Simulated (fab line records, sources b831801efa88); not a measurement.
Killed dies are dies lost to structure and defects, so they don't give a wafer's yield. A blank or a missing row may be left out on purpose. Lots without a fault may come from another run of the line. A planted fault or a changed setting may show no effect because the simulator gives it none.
Which tool did it? | flow gf180mcu | 13 lots, 39 wafers sampled, at 3 steps of a route of 602

WHAT THE GAUGES READ, wafer by wafer
GF_V5_OVL_MEAS_15.
lot  | measured     | on         | V5_OVL (nm)
L500 | day 27 05:47 | overlay-01 | -1 -12 -7
L501 | day 27 17:44 | overlay-01 | -2 -5 -2
L502 | day 28 00:38 | overlay-01 | 2 -2 -1
L503 | day 28 10:36 | overlay-01 | -5 -2 -4
L505 | day 29 00:41 | overlay-01 | -8 -13 -2
L506 | day 29 05:59 | overlay-01 | -16 -9 -10
L511 | day 31 00:18 | overlay-02 | -6 -6 -11
L513 | day 31 05:41 | overlay-01 | -4 3 -3
L515 | day 31 19:23 | overlay-02 | -5 -8 -13
L516 | day 31 22:36 | overlay-01 | -4 2 -9
L517 | day 32 06:21 | overlay-02 | -1 -1 -4
L521 | day 33 03:44 | overlay-02 | -9 -14 -11
L523 | day 34 01:28 | overlay-02 | -7 -6 -5

GF_TOP_METAL_CD_MEAS_14: target cd 440 nm.
lot  | measured     | on        | cd_nm (nm)
L500 | day 28 03:28 | cd_sem-01 | 437.5 437.6 438.0
L501 | day 28 14:35 | cd_sem-02 | 437.7 438.5 438.8
L502 | day 28 21:47 | cd_sem-02 | 440.4 442.3 441.2
L503 | day 29 07:28 | cd_sem-02 | 437.8 436.9 439.0
L505 | day 29 20:55 | cd_sem-02 | 434.4 437.2 437.0
L506 | day 30 02:08 | cd_sem-02 | 440.4 440.2 440.5
L511 | day 31 19:23 | cd_sem-01 | 438.2 437.7 438.2
L513 | day 31 23:55 | cd_sem-02 | 439.9 440.2 441.2
L515 | day 32 13:57 | cd_sem-02 | 439.3 442.1 439.1
L516 | day 32 17:28 | cd_sem-01 | 441.0 440.8 441.5
L517 | day 33 00:02 | cd_sem-02 | 440.4 441.4 441.2
L521 | day 33 20:48 | cd_sem-02 | 439.8 438.0 436.4
L523 | day 34 18:12 | cd_sem-01 | 441.2 437.0 440.5

WHICH TOOL RAN EACH LOT (tool, then ch and the chambers of the sampled wafers, then the start)
lot  | GF_V2_CVD_00
L500 | hdpcvd-02 ch 1,2, day 19 05:19
L501 | hdpcvd-02 ch 0,1,2, day 19 20:23
L502 | hdpcvd-01 ch 0,2, day 20 06:32
L503 | hdpcvd-02 ch 0,1,2, day 20 16:14
L505 | hdpcvd-02 ch 0,2, day 21 12:16
L506 | hdpcvd-01 ch 1,2, day 21 16:38
L511 | hdpcvd-02 ch 0,1,2, day 23 20:29
L513 | hdpcvd-02 ch 0,1,2, day 24 02:03
L515 | hdpcvd-02 ch 0,1,2, day 24 20:48
L516 | hdpcvd-02 ch 0,1,2, day 24 23:32
L517 | hdpcvd-01 ch 0,1,2, day 25 10:37
L521 | hdpcvd-01 ch 0,2, day 26 14:43
L523 | hdpcvd-01 ch 0,2, day 27 04:50
- GF_V2_CVD_00: deposits SiO2, target thk 600 nm, time 100 s.

WHAT THE TOOLS THEMSELVES READ (means of the sampled wafers that have a number; where no wafer has one, the mark that the record gives instead)
The record holds no such reading with a usual standard deviation.

THE ANSWER, worked out from the rows above alone
Rule: what is usual is taken from the lots themselves. Put in order of their means at a reading, lots are off if they are a third of the lots or fewer, leave a main group of 4 or more, and stand apart from it by a gap of 3 or more times the standard deviation of the main group's means; of several such gaps the widest counts. A main group whose means are all the same, to the digits that the tables above print for the reading, isn't used. A lot without any number at a reading at which 4 lots or more have one is off too. The other lots that the step has rows for count as sound. The gauges are gone through in route order, then the tools' own readings, and for those a lot's mean is taken as printed above. The first step at which some lot is off is used, and at that step the reading that is off furthest; a lot without a number counts as furthest.
No lot is off at any reading shown: from this, nothing can be told.

WHAT THE SIMULATOR HAD PUT IN
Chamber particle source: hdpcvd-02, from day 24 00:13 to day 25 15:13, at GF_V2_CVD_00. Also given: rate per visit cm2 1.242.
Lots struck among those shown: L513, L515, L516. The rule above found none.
